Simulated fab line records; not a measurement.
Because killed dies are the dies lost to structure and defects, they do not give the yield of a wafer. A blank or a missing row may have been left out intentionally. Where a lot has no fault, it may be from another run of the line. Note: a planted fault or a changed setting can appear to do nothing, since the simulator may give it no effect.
Which of the tools did it? :: flow gf180mcu :: 12 lots, 36 wafers sampled, at 5 steps of a route of 602

WHAT THE GAUGES SHOWED, per wafer
GF_V4_THK_MEAS_03.
lot: L456
measured: day 23 11:01
on: film_metro-01
V4_CVD_02_THK (nm): 849 866 858

lot: L458
measured: day 24 04:39
on: film_metro-03
V4_CVD_02_THK (nm): 844 849 856

lot: L459
measured: day 24 21:59
on: film_metro-03
V4_CVD_02_THK (nm): 851 860 863

lot: L468
measured: day 27 16:58
on: film_metro-04
V4_CVD_02_THK (nm): 665 851 684

lot: L469
measured: day 27 19:07
on: film_metro-03
V4_CVD_02_THK (nm): 681 681 848

lot: L470
measured: day 27 23:31
on: film_metro-01
V4_CVD_02_THK (nm): 824 845 867

lot: L471
measured: day 28 11:58
on: film_metro-01
V4_CVD_02_THK (nm): 847 856 840

lot: L473
measured: day 28 21:29
on: film_metro-01
V4_CVD_02_THK (nm): 819 861 845

lot: L476
measured: day 29 15:46
on: film_metro-04
V4_CVD_02_THK (nm): 840 849 859

lot: L477
measured: day 30 02:04
on: film_metro-04
V4_CVD_02_THK (nm): 850 859 852

lot: L478
measured: day 30 03:26
on: film_metro-03
V4_CVD_02_THK (nm): 835 857 880

lot: L479
measured: day 30 11:26
on: film_metro-03
V4_CVD_02_THK (nm): 857 856 880

WHAT TOOL EACH LOT RAN ON (gives the tool, then ch and the chambers of the sampled wafers, and finally the start)
lot: L456
GF_V3_STRIP_18: plasma_asher-03 ch 0,1, day 22 09:56
GF_M4_SPUTTER_03: pvd_sputter-02, day 22 11:20
GF_M4_SPUTTER_04: pvd_sputter-02, day 22 11:21
GF_V4_CVD_02: pecvd-04 ch 0,1,2, day 23 10:56

lot: L458
GF_V3_STRIP_18: plasma_asher-01 ch 0,1, day 23 02:59
GF_M4_SPUTTER_03: pvd_sputter-03, day 23 04:23
GF_M4_SPUTTER_04: pvd_sputter-03, day 23 04:24
GF_V4_CVD_02: pecvd-03 ch 1,2, day 24 04:35

lot: L459
GF_V3_STRIP_18: plasma_asher-01 ch 0,1, day 23 21:52
GF_M4_SPUTTER_03: pvd_sputter-03, day 23 23:13
GF_M4_SPUTTER_04: pvd_sputter-03, day 23 23:14
GF_V4_CVD_02: pecvd-04 ch 0,1,2, day 24 21:55

lot: L468
GF_V3_STRIP_18: plasma_asher-03 ch 0,1, day 26 17:44
GF_M4_SPUTTER_03: pvd_sputter-03, day 26 19:43
GF_M4_SPUTTER_04: pvd_sputter-03, day 26 19:44
GF_V4_CVD_02: pecvd-04 ch 0,1, day 27 16:53

lot: L469
GF_V3_STRIP_18: plasma_asher-04 ch 0,1, day 26 21:01
GF_M4_SPUTTER_03: pvd_sputter-02, day 26 22:23
GF_M4_SPUTTER_04: pvd_sputter-02, day 26 22:24
GF_V4_CVD_02: pecvd-04 ch 1,2, day 27 19:01

lot: L470
GF_V3_STRIP_18: plasma_asher-01 ch 0,1, day 27 01:14
GF_M4_SPUTTER_03: pvd_sputter-02, day 27 02:39
GF_M4_SPUTTER_04: pvd_sputter-02, day 27 02:40
GF_V4_CVD_02: pecvd-02 ch 1,2, day 27 23:26

lot: L471
GF_V3_STRIP_18: plasma_asher-01 ch 0,1, day 27 13:35
GF_M4_SPUTTER_03: pvd_sputter-01, day 27 14:58
GF_M4_SPUTTER_04: pvd_sputter-01, day 27 14:59
GF_V4_CVD_02: pecvd-02 ch 0,1,2, day 28 11:53

lot: L473
GF_V3_STRIP_18: plasma_asher-04 ch 0,1, day 27 23:26
GF_M4_SPUTTER_03: pvd_sputter-01, day 28 00:49
GF_M4_SPUTTER_04: pvd_sputter-01, day 28 00:50
GF_V4_CVD_02: pecvd-03 ch 0,1,2, day 28 21:25

lot: L476
GF_V3_STRIP_18: plasma_asher-04 ch 0,1, day 28 18:32
GF_M4_SPUTTER_03: pvd_sputter-03, day 28 19:58
GF_M4_SPUTTER_04: pvd_sputter-03, day 28 19:59
GF_V4_CVD_02: pecvd-03 ch 1,2, day 29 15:42

lot: L477
GF_V3_STRIP_18: plasma_asher-01 ch 0,1, day 29 05:26
GF_M4_SPUTTER_03: pvd_sputter-02, day 29 06:50
GF_M4_SPUTTER_04: pvd_sputter-02, day 29 06:51
GF_V4_CVD_02: pecvd-03 ch 0,1, day 30 01:59

lot: L478
GF_V3_STRIP_18: plasma_asher-03 ch 0, day 29 07:14
GF_M4_SPUTTER_03: pvd_sputter-01, day 29 08:38
GF_M4_SPUTTER_04: pvd_sputter-01, day 29 08:39
GF_V4_CVD_02: pecvd-02 ch 1,2, day 30 03:21

lot: L479
GF_V3_STRIP_18: plasma_asher-04 ch 0,1, day 29 13:59
GF_M4_SPUTTER_03: pvd_sputter-01, day 29 15:24
GF_M4_SPUTTER_04: pvd_sputter-01, day 29 15:25
GF_V4_CVD_02: pecvd-04 ch 0,1, day 30 11:22
- GF_V3_STRIP_18: strips in O2/N2.
- GF_M4_SPUTTER_03: material Ti, target thk 10 nm, time 6.7 s.
- GF_M4_SPUTTER_04: material TiN, target thk 50 nm, time 41.7 s.
- GF_V4_CVD_02: deposits SiO2 from TEOS, target thk 850 nm, time 94.851 s.

AS READ BY THE TOOLS THEMSELVES (means over the sampled wafers that have a number; for cases with no such wafer, the mark the record gives instead)
GF_V3_STRIP_18.
lot: L456
tool: plasma_asher-03
drypump_motor_current_A (A): 5.7
heater_power_w (W): 348
oes_product_au (a.u.): 0.603

lot: L458
tool: plasma_asher-01
drypump_motor_current_A (A): 5.4
heater_power_w (W): 367
oes_product_au (a.u.): 0.603

lot: L459
tool: plasma_asher-01
drypump_motor_current_A (A): 5.3
heater_power_w (W): 364
oes_product_au (a.u.): 0.602

lot: L468
tool: plasma_asher-03
drypump_motor_current_A (A): 5.7
heater_power_w (W): 346
oes_product_au (a.u.): 0.603

lot: L469
tool: plasma_asher-04
drypump_motor_current_A (A): 6.3
heater_power_w (W): 314
oes_product_au (a.u.): 0.600

lot: L470
tool: plasma_asher-01
drypump_motor_current_A (A): 5.3
heater_power_w (W): 367
oes_product_au (a.u.): 0.601

lot: L471
tool: plasma_asher-01
drypump_motor_current_A (A): 5.4
heater_power_w (W): 367
oes_product_au (a.u.): 0.602

lot: L473
tool: plasma_asher-04
drypump_motor_current_A (A): 6.3
heater_power_w (W): 311
oes_product_au (a.u.): 0.599

lot: L476
tool: plasma_asher-04
drypump_motor_current_A (A): 6.2
heater_power_w (W): 315
oes_product_au (a.u.): 0.608

lot: L477
tool: plasma_asher-01
drypump_motor_current_A (A): 5.3
heater_power_w (W): 370
oes_product_au (a.u.): 0.596

lot: L478
tool: plasma_asher-03
drypump_motor_current_A (A): 6.1
heater_power_w (W): 321
oes_product_au (a.u.): 0.599

lot: L479
tool: plasma_asher-04
drypump_motor_current_A (A): 6.0
heater_power_w (W): 293
oes_product_au (a.u.): 0.596

GF_M4_SPUTTER_03.
lot: L456
tool: pvd_sputter-02
substrate_temp_c (C): 299.95
throttle_valve_pct (%): 30.1

lot: L458
tool: pvd_sputter-03
substrate_temp_c (C): 300.17
throttle_valve_pct (%): 28.6

lot: L459
tool: pvd_sputter-03
substrate_temp_c (C): 299.86
throttle_valve_pct (%): 28.7

lot: L468
tool: pvd_sputter-03
substrate_temp_c (C): 300.07
throttle_valve_pct (%): 29.0

lot: L469
tool: pvd_sputter-02
substrate_temp_c (C): 299.99
throttle_valve_pct (%): 30.6

lot: L470
tool: pvd_sputter-02
substrate_temp_c (C): 300.01
throttle_valve_pct (%): 30.7

lot: L471
tool: pvd_sputter-01
substrate_temp_c (C): 300.06
throttle_valve_pct (%): 30.1

lot: L473
tool: pvd_sputter-01
substrate_temp_c (C): 299.82
throttle_valve_pct (%): 31.9

lot: L476
tool: pvd_sputter-03
substrate_temp_c (C): 300.05
throttle_valve_pct (%): 29.2

lot: L477
tool: pvd_sputter-02
substrate_temp_c (C): 300.01
throttle_valve_pct (%): 30.2

lot: L478
tool: pvd_sputter-01
substrate_temp_c (C): 299.74
throttle_valve_pct (%): 30.0

lot: L479
tool: pvd_sputter-01
substrate_temp_c (C): 300.09
throttle_valve_pct (%): 30.9

GF_M4_SPUTTER_04.
lot: L456
tool: pvd_sputter-02
throttle_valve_pct (%): 30.3

lot: L458
tool: pvd_sputter-03
throttle_valve_pct (%): 28.8

lot: L459
tool: pvd_sputter-03
throttle_valve_pct (%): 28.7

lot: L468
tool: pvd_sputter-03
throttle_valve_pct (%): 29.0

lot: L469
tool: pvd_sputter-02
throttle_valve_pct (%): 30.6

lot: L470
tool: pvd_sputter-02
throttle_valve_pct (%): 30.9

lot: L471
tool: pvd_sputter-01
throttle_valve_pct (%): 30.4

lot: L473
tool: pvd_sputter-01
throttle_valve_pct (%): 31.8

lot: L476
tool: pvd_sputter-03
throttle_valve_pct (%): 29.2

lot: L477
tool: pvd_sputter-02
throttle_valve_pct (%): 30.1

lot: L478
tool: pvd_sputter-01
throttle_valve_pct (%): 30.1

lot: L479
tool: pvd_sputter-01
throttle_valve_pct (%): 30.7

GF_V4_CVD_02.
lot: L456
tool: pecvd-04
heater_power_w (W): 707

lot: L458
tool: pecvd-03
heater_power_w (W): 725

lot: L459
tool: pecvd-04
heater_power_w (W): 662

lot: L468
tool: pecvd-04
heater_power_w (W): 628

lot: L469
tool: pecvd-04
heater_power_w (W): 680

lot: L470
tool: pecvd-02
heater_power_w (W): 819

lot: L471
tool: pecvd-02
heater_power_w (W): 703

lot: L473
tool: pecvd-03
heater_power_w (W): 765

lot: L476
tool: pecvd-03
heater_power_w (W): 762

lot: L477
tool: pecvd-03
heater_power_w (W): 672

lot: L478
tool: pecvd-02
heater_power_w (W): 755

lot: L479
tool: pecvd-04
heater_power_w (W): 646

THE ANSWER, worked out from the rows above alone
Rule: what is usual is taken from the lots themselves. The widest of any qualifying gaps counts: lots, ordered by their means at a reading, are off when they make up no more than a third of the lots, leave a main group of 4 or more, and stand apart from it by 3 or more times the standard deviation of that group's means. Not used: any main group whose means are identical at the precision the tables above print for the reading. Also off: a lot with no number at a reading for which 4 or more lots have one. All remaining lots with rows at the step are treated as sound. The gauges are gone through in route order, then the tools' own readings, and for those a lot's mean is taken as printed above. The first step at which some lot is off is used, and at that step the reading that is off furthest; a lot without a number counts as furthest.
Off: at GF_V4_THK_MEAS_03 (V4_CVD_02_THK), L468, L469. Mean 852 nm and standard deviation 6.6 in the main group.
A tool fits if, at a process step before that reading, it ran every lot that is off, and no sound lot after the first of them. The gauges at GF_V4_THK_MEAS_03 are tried like those tools. None of those tried fits.

WHAT THE SIMULATOR PUT IN
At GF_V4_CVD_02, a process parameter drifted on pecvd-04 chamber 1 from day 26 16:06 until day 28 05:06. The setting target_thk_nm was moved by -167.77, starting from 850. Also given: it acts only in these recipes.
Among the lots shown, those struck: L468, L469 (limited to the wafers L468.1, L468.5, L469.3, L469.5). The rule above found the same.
